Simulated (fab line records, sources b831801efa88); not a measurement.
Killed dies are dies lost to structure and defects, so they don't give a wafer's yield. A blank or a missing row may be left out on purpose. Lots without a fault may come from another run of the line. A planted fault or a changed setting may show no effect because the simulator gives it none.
A struck lot beside a sound one | flow sky130 | 43 steps out of a route of 708
Sound: wafers L411.1, L411.2, L411.6. Struck: wafer L427.3. (L427.4, L427.5 of the same lot were not struck and are left out.) The cause comes at the end.
At each step with rows: each side's tool, then ch and its chambers, then its first start. Under that, the readings that differ: sound wafers | struck wafers | difference of the means | sigmas: that difference in standard deviations of wafers without a fault.
alike: readings whose means differ by less than 2 such deviations, and words and numbers that are the same on both sides. not compared: withheld readings, readings that some wafer has no value for, bounds like >300 that may hide the same value, and numbers for which the record gives no deviation and whose values overlap.
The two part at a step that has a row with sigmas, a row that says differs or no value, or rows on one side only. Numbers that don't overlap but have no deviation are shown without sigmas and don't part them. A reading that every wafer of one side lacks parts them only if that side has two wafers or more.

first, 1 step without rows for these wafers: SKY_VT_ADJUST_LVTN_IMPLANT_08.
SKY_VT_ADJUST_LVTN_STRIP_09: strips in O2/N2.
  sound on plasma_asher-04 ch 0,1, day 8 10:56; struck on plasma_asher-01 ch 1, day 13 19:32
  reading                      | sound             | struck | difference | sigmas
  strip_time_to_endpoint_s (s) | 36.78 36.87 36.77 | 37.01  | +0.20      | +2
  alike: drypump_motor_current_A, o2_flow_sccm, oes_product_au
  not compared: rf_hours_counter_h
SKY_VT_ADJUST_LVTN_TW_MEAS_10:
  sound on film_metro-01, day 8 11:02; struck on film_metro-02, day 13 19:37
  alike: VT_ADJUST_LVTN_TW
then, 7 steps without rows for these wafers: SKY_VT_ADJUST_LVTN_DEHYDRATE_11 (time 60 s); SKY_VT_ADJUST_LVTN_HMDS_12 (prime time 60 s); SKY_VT_ADJUST_LVTN_COAT_13 (resist thk 1140 nm); SKY_VT_ADJUST_LVTN_SOFTBAKE_14 (time 60 s); SKY_VT_ADJUST_LVTN_EXPOSE_15 (exposes mask HVN STD DERIVED, target cd 600 nm); SKY_VT_ADJUST_LVTN_PEB_16; SKY_VT_ADJUST_LVTN_DEVELOP_17 (develop time 60 s).
SKY_VT_ADJUST_LVTN_OVL_MEAS_18:
  sound on overlay-01, day 9 07:58; struck on overlay-02, day 14 21:40
  reading                    | sound          | struck | difference | sigmas
  VT_ADJUST_LVTN_01_OVL (nm) | -2.4 -2.9 -3.6 | 0.3    | +3.3       | +2
then, 1 step without rows for these wafers: SKY_VT_ADJUST_LVTN_IMPLANT_19.
SKY_VT_ADJUST_LVTN_STRIP_20: strips in O2/N2.
  sound on plasma_asher-03 ch 0,1, day 9 08:09; struck on plasma_asher-03 ch 1, day 14 21:53
  alike: drypump_motor_current_A, o2_flow_sccm, oes_product_au, strip_time_to_endpoint_s
  not compared: rf_hours_counter_h
SKY_VT_ADJUST_LVTN_TW_MEAS_21:
  sound on film_metro-02, day 9 08:15; struck on film_metro-03, day 14 21:58
  alike: VT_ADJUST_LVTN_2_TW
then, 7 steps without rows for these wafers: SKY_VT_ADJUST_NCORE_DEHYDRATE_00 (time 60 s); SKY_VT_ADJUST_NCORE_HMDS_01 (prime time 60 s); SKY_VT_ADJUST_NCORE_COAT_02 (resist thk 1140 nm); SKY_VT_ADJUST_NCORE_SOFTBAKE_03 (time 60 s); SKY_VT_ADJUST_NCORE_EXPOSE_04 (exposes mask LVTN COMPLEMENT THIN, target cd 380 nm); SKY_VT_ADJUST_NCORE_PEB_05; SKY_VT_ADJUST_NCORE_DEVELOP_06 (develop time 60 s).
SKY_VT_ADJUST_NCORE_CD_MEAS_07: target cd 380 nm.
  sound on cd_sem-02, day 10 05:41; struck on cd_sem-02, day 16 01:05
  alike: cd_nm
SKY_VT_ADJUST_NCORE_OVL_MEAS_08:
  sound on overlay-01, day 10 05:48; struck on overlay-01, day 16 01:11
  alike: VT_ADJUST_NCORE_OVL
then, 1 step without rows for these wafers: SKY_VT_ADJUST_NCORE_IMPLANT_09.
SKY_VT_ADJUST_NCORE_STRIP_10: strips in O2/N2.
  sound on plasma_asher-02 ch 0,1, day 10 05:59; struck on plasma_asher-03 ch 1, day 16 01:23
  alike: drypump_motor_current_A, o2_flow_sccm, oes_product_au, strip_time_to_endpoint_s
  not compared: rf_hours_counter_h
SKY_VT_ADJUST_NCORE_TW_MEAS_11:
  sound on film_metro-02, day 10 06:05; struck on film_metro-03, day 16 01:29
  alike: VT_ADJUST_NCORE_TW
then, 7 steps without rows for these wafers: SKY_VT_ADJUST_HVTR_DEHYDRATE_00 (time 60 s); SKY_VT_ADJUST_HVTR_HMDS_01 (prime time 60 s); SKY_VT_ADJUST_HVTR_COAT_02 (resist thk 1140 nm); SKY_VT_ADJUST_HVTR_SOFTBAKE_03 (time 60 s); SKY_VT_ADJUST_HVTR_EXPOSE_04 (exposes mask HVTRM, target cd 380 nm); SKY_VT_ADJUST_HVTR_PEB_05; SKY_VT_ADJUST_HVTR_DEVELOP_06 (develop time 60 s).
SKY_VT_ADJUST_HVTR_CD_MEAS_07: target cd 380 nm.
  sound on cd_sem-02, day 11 04:19; struck on cd_sem-01, day 17 04:40
  reading    | sound             | struck | difference | sigmas
  cd_nm (nm) | 382.6 382.4 383.2 | 375.4  | -7.3       | -3
SKY_VT_ADJUST_HVTR_OVL_MEAS_08:
  sound on overlay-01, day 11 04:26; struck on overlay-01, day 17 04:46
  reading                 | sound       | struck | difference | sigmas
  VT_ADJUST_HVTR_OVL (nm) | 0.4 0.3 0.6 | -3.2   | -3.6       | -3
then, 1 step without rows for these wafers: SKY_VT_ADJUST_HVTR_IMPLANT_09.
SKY_VT_ADJUST_HVTR_STRIP_10: strips in O2/N2.
  sound on plasma_asher-01 ch 0,1, day 11 04:37; struck on plasma_asher-02 ch 1, day 17 04:58
  reading                      | sound             | struck | difference | sigmas
  strip_time_to_endpoint_s (s) | 14.10 14.12 14.09 | 14.20  | +0.10      | +2
  alike: drypump_motor_current_A, o2_flow_sccm, oes_product_au
  not compared: rf_hours_counter_h
SKY_VT_ADJUST_HVTR_TW_MEAS_11:
  sound on film_metro-01, day 11 04:43; struck on film_metro-03, day 17 05:03
  reading           | sound             | struck | difference | sigmas
  VT_ADJUST_HVTR_TW | 217.4 216.7 216.3 | 210.2  | -6.6       | -3
then, 4 steps without rows for these wafers: SKY_VT_ADJUST_PCH_DEHYDRATE_00 (time 60 s); SKY_VT_ADJUST_PCH_HMDS_01 (prime time 60 s); SKY_VT_ADJUST_PCH_COAT_02 (resist thk 3000 nm); SKY_VT_ADJUST_PCH_SOFTBAKE_03.
-- the record jumps here: 34 days lie between the struck wafers' starts before and after (it left off in module VT_ADJUST_PCH and takes up again in module PAD_OPEN, whose first step shown is number 708 of the route) --
SKY_PAD_OPEN_PROBE_99:
  the record has rows for the struck wafers here (prober-01, day 51 05:12) and none for the sound ones

WHERE THEY PART
First at SKY_VT_ADJUST_LVTN_STRIP_09; last, within this record, at SKY_PAD_OPEN_PROBE_99.

WHY: what the simulator had put in
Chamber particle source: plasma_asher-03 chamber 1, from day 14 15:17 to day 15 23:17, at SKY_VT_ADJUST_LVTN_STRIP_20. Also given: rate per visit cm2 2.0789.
